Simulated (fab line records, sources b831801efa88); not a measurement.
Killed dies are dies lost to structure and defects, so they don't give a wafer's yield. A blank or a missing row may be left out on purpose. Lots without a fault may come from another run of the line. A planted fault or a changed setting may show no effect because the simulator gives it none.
fab line records | flow sky130
record lots=6 wafers=18 last_day=50
route steps=708 shown PWDE@84 VT_ADJUST_HVTP@85 VT_ADJUST_LVTN@97
lots that met no fault: from a run of the same line without faults
start_h: hours from the record's first day to the start of the lot's first wafer shown | wait_h: hours since the lot's step before | " the same as in the row above | L1.1+2: a row that stands for several wafers | - no value, or no start given | * or withheld: withheld | < > ~ a bound
route shown NAME@n: a module of which the file shows steps, and the number in the route of the first | usual: mean/standard deviation of fault-free wafers | same: alike in all rows | chamber/n: place in a boat | sites: the reading at each site | _std_site: their standard deviation | _edge_site: outer sites' mean less inner sites' | radius_mm: how far each site lies from the wafer's centre | mask NAME#n: copy n | behind: the tool/chamber that last shaped the wafer | hold: why the lot was held/for how many hours/how that ended | device: the transistor (n, p or np) that didn't switch | end of line: the same wafers' tests at the end of the route | a step without rows: its recipe alone | killed: dies lost to structure and defects at the first sort, not the wafer's yield | map: a wafer's dies, x killed, . not, _ none there
set.NAME: the setting as run; set.NAME@STEP: as run at that earlier step | model.NAME: the simulator's own value behind a step, which no gauge read
lots at some steps of the route; a table a step, a row a wafer
services: from which hour (start_h, from the record's first day; less than 0 if before it) a tool's chamber was out of use, for how many hours, and why
## steps
# step SKY_NWELL_RS_MEAS_31
# recipe thk_meas_gauge=four-point-probe
# usual PWDE_RS=5280/17
# columns lot.wafer tool chamber start_h wait_h PWDE_RS[ohm/sq]
L444.2 film_metro-02 - 111.74 0.1 5264
L444.4 " - " " 5280
L444.6 " - " " 5278
L454.3 film_metro-03 - 170.10 0.1 5284
L454.5 " - " " 5261
L454.6 " - " " 5276
L462.1 film_metro-03 - 219.22 0.1 5273
L462.2 " - " " 5264
L462.4 " - " " 5292
L463.3 film_metro-03 - 228.30 0.1 5286
L463.4 " - " " 5289
L463.6 " - " " 5278
L465.1 film_metro-03 - 238.25 0.1 5292
L465.3 " - " " 5270
L465.6 " - " " 5262
L466.1 film_metro-03 - 242.20 0.1 5246
L466.4 " - " " 5248
L466.6 " - " " 5269
# step SKY_VT_ADJUST_HVTP_DEHYDRATE_00
# recipe temp_c=200 time_s=60
# step SKY_VT_ADJUST_HVTP_HMDS_01
# recipe prime_time_s=60 prime_temp_c=120
# step SKY_VT_ADJUST_HVTP_COAT_02
# recipe resist=NOVOLAK spin_rpm=3000 resist_thk_nm=1140
# step SKY_VT_ADJUST_HVTP_SOFTBAKE_03
# recipe temp_c=90 time_s=60 resist=NOVOLAK
# step SKY_VT_ADJUST_HVTP_EXPOSE_04
# recipe mask_id=HVTPM na=0.6 source_shape=conventional sigma_outer=0.6 polarization=unpolarized target_cd_nm=380 dose_mj=140
# step SKY_VT_ADJUST_HVTP_PEB_05
# recipe temp_c=withheld time_s=* resist=NOVOLAK
# step SKY_VT_ADJUST_HVTP_DEVELOP_06
# recipe resist=NOVOLAK developer=TMAH develop_time_s=60 dev_temp_c=23
# step SKY_VT_ADJUST_HVTP_CD_MEAS_07
# recipe target_cd_nm=380
# usual cd_nm=380.0/2.6
# columns lot.wafer tool chamber start_h wait_h cd_nm
L444.2 cd_sem-01 - 130.61 0.1 379.1
L444.4 " - " " 377.4
L444.6 " - " " 379.3
L454.3 cd_sem-01 - 189.68 0.1 390.0
L454.5 " - " " 388.3
L454.6 " - " " 385.9
L462.1 cd_sem-01 - 242.23 0.1 382.6
L462.2 " - " " 386.1
L462.4 " - " " 383.4
L463.3 cd_sem-01 - 250.98 0.1 380.2
L463.4 " - " " 381.0
L463.6 " - " " 380.4
L465.1 cd_sem-01 - 262.13 0.1 379.8
L465.3 " - " " 380.9
L465.6 " - " " 378.0
L466.1 cd_sem-01 - 266.09 0.1 379.6
L466.4 " - " " 383.3
L466.6 " - " " 381.7
# step SKY_VT_ADJUST_HVTP_OVL_MEAS_08
# usual VT_ADJUST_HVTP_OVL=-0.3/1.3
# columns lot.wafer tool chamber start_h wait_h VT_ADJUST_HVTP_OVL[nm]
L444.2 overlay-01 - 130.71 0.1 -2.8
L444.4 " - " " -1.1
L444.6 " - " " -2.0
L454.3 overlay-01 - 189.77 0.1 2.3
L454.5 " - " " 3.0
L454.6 " - " " 0.6
L462.1 overlay-01 - 242.35 0.1 -1.5
L462.2 " - " " -0.8
L462.4 " - " " -1.0
L463.3 overlay-02 - 251.07 0.1 -1.5
L463.4 " - " " 0.4
L463.6 " - " " -1.1
L465.1 overlay-01 - 262.25 0.1 -0.7
L465.3 " - " " -1.0
L465.6 " - " " 0.3
L466.1 overlay-02 - 266.21 0.1 -0.8
L466.4 " - " " -2.9
L466.6 " - " " -2.8
# step SKY_VT_ADJUST_HVTP_IMPLANT_09
# recipe species=As energy_kev=150 dose_cm2=4.3e+12 tilt_deg=withheld
# step SKY_VT_ADJUST_HVTP_STRIP_10
# recipe chemistry=O2/N2 power_w=1400 pressure_mtorr=1500 platen_temp_c=withheld o2_flow_sccm=3000 n2_flow_sccm=300 overash_fraction=0.5
# usual chamber_pressure_mTorr=1500.1/1.4 drypump_motor_current_A=5.7/0.55 oes_product_au=0.716/0.0046 strip_time_to_endpoint_s=14.19/0.045
# columns lot.wafer tool chamber start_h wait_h chamber_pressure_mTorr drypump_motor_current_A oes_product_au rf_hours_counter_h strip_time_to_endpoint_s model.NOVOLAK_of_VT_ADJUST_HVTP_COAT_02.thk_nm
L444.2 plasma_asher-02 1 130.89 0.1 1501.7 6.1 0.709 46 14.20 0
L444.4 " 0 " " 1501.7 5.0 0.720 - 14.23 0
L444.6 " 0 " " 1500.0 5.0 0.713 - 14.19 0
L454.3 plasma_asher-02 0 189.98 0.1 1496.0 5.0 0.716 - 14.15 0
L454.5 " 1 " " 1496.8 6.1 0.719 - 14.13 0
L454.6 " 0 " " 1498.8 5.0 0.713 - 14.14 0
L462.1 plasma_asher-03 0 242.53 0.1 - - - - - 1138
L462.2 " 1 " " - - - - - 1135
L462.4 " 1 " " - - - - - 1141
L463.3 plasma_asher-02 0 251.28 0.1 - - - - - 1139
L463.4 " 1 " " - - - - - 1139
L463.6 " 1 " " - - - - - 1138
L465.1 plasma_asher-02 0 262.43 0.1 1502.7 5.0 0.712 59 14.18 0
L465.3 " 0 " " 1499.4 5.0 0.721 - 14.17 0
L465.6 " 1 " " 1499.7 6.1 0.715 - 14.19 0
L466.1 plasma_asher-03 0 266.39 0.1 1500.2 5.5 0.716 58 14.26 0
L466.4 " 1 " " 1501.5 5.3 0.713 - 14.26 0
L466.6 " 1 " " 1501.1 5.4 0.716 - 14.24 0
# step SKY_VT_ADJUST_HVTP_TW_MEAS_11
# usual VT_ADJUST_HVTP_TW=1351/11
# columns lot.wafer tool chamber start_h wait_h VT_ADJUST_HVTP_TW
L444.2 film_metro-01 - 131.00 0.1 1361
L444.4 " - " " 1362
L444.6 " - " " 1363
L454.3 film_metro-04 - 190.06 0.1 1358
L454.5 " - " " 1356
L454.6 " - " " 1353
L462.1 film_metro-02 - 242.63 0.1 1339
L462.2 " - " " 1336
L462.4 " - " " 1332
L463.3 film_metro-02 - 251.37 0.1 1335
L463.4 " - " " 1336
L463.6 " - " " 1328
L465.1 film_metro-04 - 262.53 0.1 1360
L465.3 " - " " 1350
L465.6 " - " " 1353
L466.1 film_metro-02 - 266.49 0.1 1329
L466.4 " - " " 1329
L466.6 " - " " 1328
# step SKY_VT_ADJUST_LVTN_DEHYDRATE_00
# recipe temp_c=200 time_s=60
# step SKY_VT_ADJUST_LVTN_HMDS_01
# recipe prime_time_s=60 prime_temp_c=120
# step SKY_VT_ADJUST_LVTN_COAT_02
# recipe spin_rpm=2000 resist_thk_nm=3000
# step SKY_VT_ADJUST_LVTN_SOFTBAKE_03
# recipe temp_c=110 time_s=withheld
# step SKY_VT_ADJUST_LVTN_EXPOSE_04
# recipe mask_id=NWM_COMPLEMENT_LESS_NATIVE na=0.6 source_shape=conventional sigma_outer=0.6 polarization=unpolarized target_cd_nm=840 dose_mj=194
# step SKY_VT_ADJUST_LVTN_PEB_05
# recipe temp_c=115 time_s=withheld
# step SKY_VT_ADJUST_LVTN_DEVELOP_06
# recipe wall_angle_deg=90 developer=TMAH develop_time_s=60 dev_temp_c=23
# step SKY_VT_ADJUST_LVTN_OVL_MEAS_07
# usual VT_ADJUST_LVTN_OVL=1.2/1.4
# columns lot.wafer tool chamber start_h wait_h VT_ADJUST_LVTN_OVL[nm]
L444.2 overlay-01 - 149.52 - 1.9
L444.4 " - " " 0.9
L444.6 " - " " 0.9
L454.3 overlay-01 - 211.87 - 0.9
L454.5 " - " " 1.4
L454.6 " - " " 0.2
L462.1 overlay-01 - 267.04 - 1.4
L462.2 " - " " 2.3
L462.4 " - " " 1.4
L463.3 overlay-02 - 275.35 - 0.4
L463.4 " - " " -0.3
L463.6 " - " " 0.6
L465.1 overlay-02 - 286.74 - 1.4
L465.3 " - " " 1.7
L465.6 " - " " 0.4
L466.1 overlay-01 - 290.36 - -0.3
L466.4 " - " " 0.4
L466.6 " - " " 1.6
# step SKY_VT_ADJUST_LVTN_IMPLANT_08
# recipe species=B energy_kev=30 dose_cm2=1.57e+12 tilt_deg=withheld
# step SKY_VT_ADJUST_LVTN_STRIP_09
# recipe chemistry=O2/N2 power_w=1400 pressure_mtorr=1500 platen_temp_c=withheld o2_flow_sccm=3000 n2_flow_sccm=300 overash_fraction=0.5
# usual chamber_pressure_mTorr=1500.0/1.5 drypump_motor_current_A=5.4/0.41 oes_product_au=0.723/0.004 strip_time_to_endpoint_s=36.88/0.1
# columns lot.wafer tool chamber start_h wait_h chamber_pressure_mTorr drypump_motor_current_A oes_product_au rf_hours_counter_h strip_time_to_endpoint_s
L444.2 plasma_asher-03 0 149.70 0.1 1499.0 5.5 0.722 47 36.94
L444.4 " 1 " " 1500.1 5.4 0.731 - 36.93
L444.6 " 0 " " 1501.0 5.5 0.726 - 37.04
L454.3 plasma_asher-03 0 212.08 0.1 1501.1 5.5 0.719 - 36.90
L454.5 " 1 " " 1501.4 5.4 0.711 - 36.93
L454.6 " 0 " " 1500.6 5.5 0.726 - 36.82
L462.1 plasma_asher-03 0 267.22 0.1 1500.0 5.5 0.730 58 53.65
L462.2 " 1 " " 1498.2 5.4 0.729 58 53.66
L462.4 " 0 " " 1498.8 5.5 0.728 - 53.86
L463.3 plasma_asher-03 0 275.56 0.1 1501.5 5.5 0.725 - 53.76
L463.4 " 1 " " 1502.1 5.3 0.726 - 53.64
L463.6 " 1 " " 1497.5 5.4 0.724 - 53.70
L465.1 plasma_asher-02 0 286.92 0.1 1498.5 5.0 0.726 62 36.94
L465.3 " 0 " " 1500.7 5.0 0.718 - 36.96
L465.6 " 1 " " 1502.5 6.1 0.715 - 37.03
L466.1 plasma_asher-01 0 290.55 0.1 1502.0 5.2 0.726 48 36.82
L466.4 " 0 " " 1498.5 5.2 0.729 - 36.80
L466.6 " 1 " " 1500.2 4.8 0.715 - 36.81
# step SKY_VT_ADJUST_LVTN_TW_MEAS_10
# usual VT_ADJUST_LVTN_TW=241.3/1.6
# columns lot.wafer tool chamber start_h wait_h VT_ADJUST_LVTN_TW
L444.2 film_metro-01 - 149.81 0.1 243.0
L444.4 " - " " 243.6
L444.6 " - " " 241.7
L454.3 film_metro-04 - 212.17 0.1 243.2
L454.5 " - " " 242.6
L454.6 " - " " 242.0
L462.1 film_metro-04 - 267.32 0.1 29.9
L462.2 " - " " 30.0
L462.4 " - " " 29.9
L463.3 film_metro-01 - 275.65 0.1 30.3
L463.4 " - " " 30.2
L463.6 " - " " 30.2
L465.1 film_metro-04 - 287.02 0.1 240.7
L465.3 " - " " 240.6
L465.6 " - " " 241.7
L466.1 film_metro-01 - 290.65 0.1 242.7
L466.4 " - " " 242.5
L466.6 " - " " 243.6
# step SKY_VT_ADJUST_LVTN_DEHYDRATE_11
# recipe temp_c=200 time_s=60
## services
# columns tool chamber start_h hours kind
plasma_asher-02 - 112.78 5.2 repair
## key
first_sign step=SKY_VT_ADJUST_HVTP_STRIP_10 reading=tool_record direction=missing
effect step=SKY_VT_ADJUST_LVTN_STRIP_09 reading=strip_time_to_endpoint_s direction=up sigmas=99+ usual=* struck=*
effect step=SKY_VT_ADJUST_LVTN_TW_MEAS_10 reading=VT_ADJUST_LVTN_TW direction=down sigmas=99+ usual=241.3 struck=30.1
model_effect step=SKY_VT_ADJUST_HVTP_STRIP_10 value=NOVOLAK_of_VT_ADJUST_HVTP_COAT_02.thk_nm without=0 struck=1138
met_at SKY_VT_ADJUST_HVTP_STRIP_10
struck_wafers L462.1,L462.2,L462.4,L463.3,L463.4,L463.6
sort_left_out L462.1,L462.2,L462.4,L463.3,L463.4,L463.6
tester_left_out L462,L463
onset_between 189.98 242.53
fault kind=skipped_step_whole tool=plasma_asher-02,plasma_asher-03 chamber=- onset_h=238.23 steps=SKY_VT_ADJUST_HVTP_STRIP_10 scope=struck_lots_only
# tester_left_out: of these lots the tester's yield and bins aren't shown, on N5 and GAA mostly nor the transistor test; their killed dies are dies lost to structure and defects alone, not to doping, threshold or leakage, so they don't give the yield
# sort_left_out: the simulated sort isn't trusted on such a fault, so these wafers' sort isn't shown, and their yield isn't known
